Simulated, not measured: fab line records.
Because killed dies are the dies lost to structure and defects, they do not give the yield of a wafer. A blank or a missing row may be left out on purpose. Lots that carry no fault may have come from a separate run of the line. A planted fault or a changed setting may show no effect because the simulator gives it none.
Split-lot experiment / flow gf180mcu / 13 wafers read across 5 lots, on a route 602 steps long

THE SPLIT ITSELF
At GF_TOP_METAL_METAL_ETCH_16 (etches the open film in Cl2/BCl3, stops on SiO2, target depth 1077.5 nm, time 179.6 s), the setting time-s was moved away from the recipe's 179.6 s on 2 of the 13 wafers read, by -6.6% to +9.1%. All remaining wafers had this setting at the recipe value.

The reading is taken at the split's own step.

THE READING
NOVOLAK_of_TOP_METAL_COAT_09.thk-nm (the simulator's own value, which no gauge read), in nm, at GF_TOP_METAL_METAL_ETCH_16 (etches the open film in Cl2/BCl3, stops on SiO2, target depth 1077.5 nm, time 179.6 s). There is no usual value for it anywhere in the file. Average 1065 nm, standard deviation 7 nm, over the 11 wafers here run with the recipe.

wafer=L075.1; tool, chamber at the split=rie-metal-01, 0; time-s as run, s=179.6; against the recipe=recipe; NOVOLAK_of_TOP_METAL_COAT_09.thk-nm, nm=1062; against lot-mates on the recipe=-
wafer=L075.2; tool, chamber at the split=rie-metal-01, 1; time-s as run, s=167.8; against the recipe=-6.6%; NOVOLAK_of_TOP_METAL_COAT_09.thk-nm, nm=1081; against lot-mates on the recipe=+23
wafer=L075.3; tool, chamber at the split=rie-metal-01, 1; time-s as run, s=179.6; against the recipe=recipe; NOVOLAK_of_TOP_METAL_COAT_09.thk-nm, nm=1054; against lot-mates on the recipe=-
wafer=L077.1; tool, chamber at the split=rie-metal-01, 0; time-s as run, s=179.6; against the recipe=recipe; NOVOLAK_of_TOP_METAL_COAT_09.thk-nm, nm=1070; against lot-mates on the recipe=-
wafer=L077.6; tool, chamber at the split=rie-metal-01, 0; time-s as run, s=179.6; against the recipe=recipe; NOVOLAK_of_TOP_METAL_COAT_09.thk-nm, nm=1066; against lot-mates on the recipe=-
wafer=L076.2; tool, chamber at the split=rie-metal-03, 0; time-s as run, s=179.6; against the recipe=recipe; NOVOLAK_of_TOP_METAL_COAT_09.thk-nm, nm=1064; against lot-mates on the recipe=-
wafer=L076.3; tool, chamber at the split=rie-metal-03, 0; time-s as run, s=179.6; against the recipe=recipe; NOVOLAK_of_TOP_METAL_COAT_09.thk-nm, nm=1065; against lot-mates on the recipe=-
wafer=L082.1; tool, chamber at the split=rie-metal-02, 1; time-s as run, s=179.6; against the recipe=recipe; NOVOLAK_of_TOP_METAL_COAT_09.thk-nm, nm=1055; against lot-mates on the recipe=-
wafer=L082.2; tool, chamber at the split=rie-metal-02, 0; time-s as run, s=179.6; against the recipe=recipe; NOVOLAK_of_TOP_METAL_COAT_09.thk-nm, nm=1078; against lot-mates on the recipe=-
wafer=L082.5; tool, chamber at the split=rie-metal-02, 0; time-s as run, s=179.6; against the recipe=recipe; NOVOLAK_of_TOP_METAL_COAT_09.thk-nm, nm=1074; against lot-mates on the recipe=-
wafer=L084.3; tool, chamber at the split=rie-metal-01, 1; time-s as run, s=179.6; against the recipe=recipe; NOVOLAK_of_TOP_METAL_COAT_09.thk-nm, nm=1060; against lot-mates on the recipe=-
wafer=L084.5; tool, chamber at the split=rie-metal-01, 0; time-s as run, s=179.6; against the recipe=recipe; NOVOLAK_of_TOP_METAL_COAT_09.thk-nm, nm=1064; against lot-mates on the recipe=-
wafer=L084.6; tool, chamber at the split=rie-metal-01, 1; time-s as run, s=195.9; against the recipe=+9.1%; NOVOLAK_of_TOP_METAL_COAT_09.thk-nm, nm=1020; against lot-mates on the recipe=-42

THE FIT
A straight line over all 13 wafers: NOVOLAK_of_TOP_METAL_COAT_09.thk-nm changes by -4.06 nm for each +1% of time-s; r = -0.87; the points scatter about the line by 7.8 nm.
The same after taking each lot's own level away (the mean of its wafers on the recipe; 13 wafers): -4.23 nm for each +1%; r = -0.92; scatter 5.9 nm.
The reading moves by 38 nm for the largest change in time-s, on that fit.
Across the lots, their own levels run from 1058.0 to 1069.0 nm, a range of 1.6 times the standard deviation given above.
The two slopes agree, so the slope changes little with the lot-to-lot level.
Check: with one of the wafers moved furthest among these (+9.1%) left out of the fit, the line predicts -31.8 nm for it against its lot-mates. It came out at -42 nm against them.

OTHER SPLITS ON THESE WAFERS
Before the reading, these wafers also passed through other splits. Each is held against what the fit with the lots' levels taken away leaves over:
other split on the same wafers=GF_M5_PEB_05 peb-time-s; wafers away from the commonest value=4; r with NOVOLAK_of_TOP_METAL_COAT_09.thk-nm (lot level and that fit taken away)=+0.14
other split on the same wafers=GF_TOP_METAL_SPUTTER_04 time-s; wafers away from the commonest value=0; r with NOVOLAK_of_TOP_METAL_COAT_09.thk-nm (lot level and that fit taken away)=+0.00

THE WHOLE CHAIN: every reading that the file lists as answering this split, in the file's order
step=GF_TOP_METAL_METAL_ETCH_16; what it does=etches the open film in Cl2/BCl3, stops on SiO2, target depth 1077.5 nm, time 179.6 s; reading=NOVOLAK_of_TOP_METAL_COAT_09.thk-nm (the simulator's own value, which no gauge read); change (the file's fit)=-4.22 nm for each +1% of the setting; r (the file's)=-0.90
step=GF_TOP_METAL_STRIP_17; what it does=strips in O2/N2; reading=strip-time-to-endpoint-s; change (the file's fit)=withheld for each +1% of the setting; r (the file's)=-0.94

THE FILE'S OWN FIT
NOVOLAK_of_TOP_METAL_COAT_09.thk-nm changes by -4.22 nm for each +1% of time-s, r = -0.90.
